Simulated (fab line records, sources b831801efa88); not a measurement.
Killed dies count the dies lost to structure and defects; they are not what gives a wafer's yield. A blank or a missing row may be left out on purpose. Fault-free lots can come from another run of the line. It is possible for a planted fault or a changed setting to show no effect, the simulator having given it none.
A single fault, viewed from 2 desks || flow gf180mcu || only its own numbers are on each desk; what lay behind them is given at the end

== FOR THE TOOL OWNER'S DESK: cvdW-02 ==
The tool's own readings at GF_V2_CVD_23 (deposits W, target thk 350 nm, time 104.94 s): means of the sampled wafers that have a number, for each lot that ran on this tool. A lot is out of limits, marked OUT, if its mean lies more than 4 standard deviations from the usual mean; the brackets give that distance.
Columns: A = chamberPressureTorr at GF_V2_CVD_23, usual 40.00 Torr; B = heaterPowerW at GF_V2_CVD_23, usual 850 W
{"lot": "L876", "first seen here": "day 21 10:53", "A": 40.07, "B": 803}
{"lot": "L883", "first seen here": "day 23 23:29", "A": 39.99, "B": 821}
{"lot": "L884", "first seen here": "day 24 05:32", "A": 40.06, "B": 807}
{"lot": "L893", "first seen here": "day 27 05:25", "A": 39.92, "B": 812}
This desk's finding: nothing out of limits on any of the 4 lots.

== METROLOGY DESK ==
What the gauges read, lot by lot, whatever tool the lot ran on: means of the sampled wafers that have a number. A lot is out of limits, marked OUT, if its mean lies more than 4 standard deviations from the usual mean; the brackets give that distance.
Columns: A = cdNm at GF_V2_CD_MEAS_14, usual 260.3 nm; B = V2_OVL at GF_V2_OVL_MEAS_15, usual -3 nm; C = V2_W_RS at GF_V2_RS_MEAS_24, usual 0.328 ohm/sq
{"lot": "L876", "first seen here": "day 21 09:58", "A": 262.2, "B": -7, "C": 0.330}
{"lot": "L878", "first seen here": "day 22 03:23", "A": 261.4, "B": -8, "C": 0.325}
{"lot": "L883", "first seen here": "day 23 22:32", "A": 262.0, "B": 3, "C": 0.322}
{"lot": "L884", "first seen here": "day 24 04:35", "A": 260.5, "B": -4, "C": 0.319}
{"lot": "L892", "first seen here": "day 26 22:20", "A": 258.9, "B": -5, "C": 0.325}
{"lot": "L893", "first seen here": "day 27 04:31", "A": 258.7, "B": -11, "C": 0.325}
This desk's finding: nothing out of limits on any of the 6 lots.

== TAKEN TOGETHER ==
Nothing out of limits was seen by the tool owner's desk.
At the metrology desk, nothing out of limits was observed.

== WHAT WAS PUT IN BY THE SIMULATOR ==
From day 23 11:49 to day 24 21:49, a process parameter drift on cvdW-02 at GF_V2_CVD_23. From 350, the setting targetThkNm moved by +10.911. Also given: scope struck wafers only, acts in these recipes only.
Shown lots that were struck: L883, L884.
